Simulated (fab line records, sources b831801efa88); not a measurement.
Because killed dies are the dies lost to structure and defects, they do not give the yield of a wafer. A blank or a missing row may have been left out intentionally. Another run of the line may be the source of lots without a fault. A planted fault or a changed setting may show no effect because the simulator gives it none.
Lot-split experiment + flow sfq-line + 5 lots, 23 wafers read, on a route of 325 steps

ABOUT THE SPLIT
At SFQ_TRILAYER_C5_LITHO_COAT_156 (resist thk 62 nm), the setting resist-thk-nm was moved away from the recipe's 62 nm on 7 of the 23 wafers read, by -5.4% to +3.1%. The other wafers ran this setting at the recipe's value.

The file shows no step between the split and the reading.

THE READING
etch.depth-nm (the simulator's own value, which no gauge read), in nm, at SFQ_TRILAYER_C5_BARC_OPEN_VIA_ETCH_210 (etches BARC in O2, target depth 125 nm, time 41.7 s). The file does not state a usual value for it. Across the 16 wafers here that went through the recipe, the average is 62.10 nm and the standard deviation 0.17 nm.

| wafer  | tool, chamber at the split | resist-thk-nm as run, nm | against the recipe | etch.depth-nm, nm | against lot-mates on the recipe |
|--------|----------------------------|--------------------------|--------------------|-------------------|---------------------------------|
| L076.1 | litho-track-02, 0          | 62                       | recipe             | 62.45             | -                               |
| L076.2 | litho-track-02, 0          | 63.9                     | +3.1%              | 64.24             | +1.79                           |
| L076.3 | litho-track-02, 0          | 62                       | recipe             | 62.44             | -                               |
| L076.4 | litho-track-02, 0          | 63.9                     | +3.1%              | 64.3              | +1.85                           |
| L076.5 | litho-track-02, 0          | 63.9                     | +3.1%              | 64.35             | +1.90                           |
| L077.1 | litho-track-03, 0          | 62                       | recipe             | 62.12             | -                               |
| L077.2 | litho-track-03, 0          | 62                       | recipe             | 62.19             | -                               |
| L077.3 | litho-track-03, 0          | 63.81                    | +2.9%              | 63.99             | +1.95                           |
| L077.4 | litho-track-03, 0          | 62                       | recipe             | 61.82             | -                               |
| L077.6 | litho-track-03, 0          | 63.81                    | +2.9%              | 63.89             | +1.85                           |
| L080.1 | litho-track-04, 0          | 62                       | recipe             | 61.84             | -                               |
| L080.3 | litho-track-04, 0          | 62                       | recipe             | 61.9              | -                               |
| L080.6 | litho-track-04, 0          | 62                       | recipe             | 62                | -                               |
| L083.1 | litho-track-02, 0          | 58.68                    | -5.4%              | 58.75             | -3.34                           |
| L083.3 | litho-track-02, 0          | 62                       | recipe             | 62.04             | -                               |
| L083.4 | litho-track-02, 0          | 62                       | recipe             | 62.11             | -                               |
| L083.5 | litho-track-02, 0          | 58.68                    | -5.4%              | 58.53             | -3.56                           |
| L083.6 | litho-track-02, 0          | 62                       | recipe             | 62.12             | -                               |
| L084.1 | litho-track-03, 0          | 62                       | recipe             | 62.09             | -                               |
| L084.2 | litho-track-03, 0          | 62                       | recipe             | 62.13             | -                               |
| L084.4 | litho-track-03, 0          | 62                       | recipe             | 62.03             | -                               |
| L084.5 | litho-track-03, 0          | 62                       | recipe             | 62.16             | -                               |
| L084.6 | litho-track-03, 0          | 62                       | recipe             | 62.1              | -                               |

THE FIT
A straight line over all 23 wafers: etch.depth-nm changes by +0.662 nm for each +1% of resist-thk-nm; r = +0.99; the points scatter about the line by 0.17 nm.
The same after taking each lot's own level away (the mean of its wafers on the recipe; 23 wafers): +0.635 nm for each +1%; r = +1.00; scatter 0.09 nm.
That fit puts the effect of the largest move of resist-thk-nm on the reading at 3.4 nm.
Across the lots, their own levels run from 61.913 to 62.445 nm, a range of 3.1 times the standard deviation given above.
Consequently the slope shifts little with the lot-to-lot level, the two slopes agreeing.
Check: -3.45 nm against its lot-mates is what the line predicts for one of the wafers moved furthest among these (-5.4%) when that wafer is left out of the fit. It came out at -3.34 nm against them.

THE OTHER SPLITS THESE WAFERS WENT THROUGH
Note: prior to the reading, these wafers also went through further splits. Each is held against what the fit with the lots' levels taken away leaves over:
| other split on the same wafers                    | wafers away from the commonest value | r with etch.depth-nm (lot level and that fit taken away) |
|---------------------------------------------------|--------------------------------------|----------------------------------------------------------|
| SFQ_TRILAYER_I4_VIA_BARC_OPEN_VIA_ETCH_146 time-s | 8                                    | +0.13                                                    |
| SFQ_TRILAYER_JJ_CE_LITHO_COAT_114 resist-thk-nm   | 9                                    | +0.14                                                    |
| SFQ_TRILAYER_M5_ETCH_METAL_ETCH_126 icp-w         | 4                                    | +0.40                                                    |
| SFQ_TRILAYER_R5_LITHO_COAT_136 spin-rpm           | 11                                   | +0.31                                                    |
| SFQ_TRILAYER_R5_LITHO_PEB_139 peb-temp-c          | 6                                    | -0.19                                                    |

THE WHOLE CHAIN: every reading that the file lists as answering this split, in the file's order
| step                                   | what it does                                        | reading                                                                                    | change (the file's fit)               | r (the file's) |
|----------------------------------------|-----------------------------------------------------|--------------------------------------------------------------------------------------------|---------------------------------------|----------------|
| SFQ_TRILAYER_C5_LITHO_COAT_156         | resist thk 62 nm                                    | BARC_of_TRILAYER_C5_LITHO_COAT_156.thk-nm (the simulator's own value, which no gauge read) | +0.637 nm for each +1% of the setting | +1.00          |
| SFQ_TRILAYER_C5_BARC_OPEN_VIA_ETCH_210 | etches BARC in O2, target depth 125 nm, time 41.7 s | etch.depth-nm (the simulator's own value, which no gauge read)                             | +0.637 nm for each +1% of the setting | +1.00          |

THE FILE'S OWN FIT
etch.depth-nm changes by +0.637 nm for each +1% of resist-thk-nm, r = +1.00.
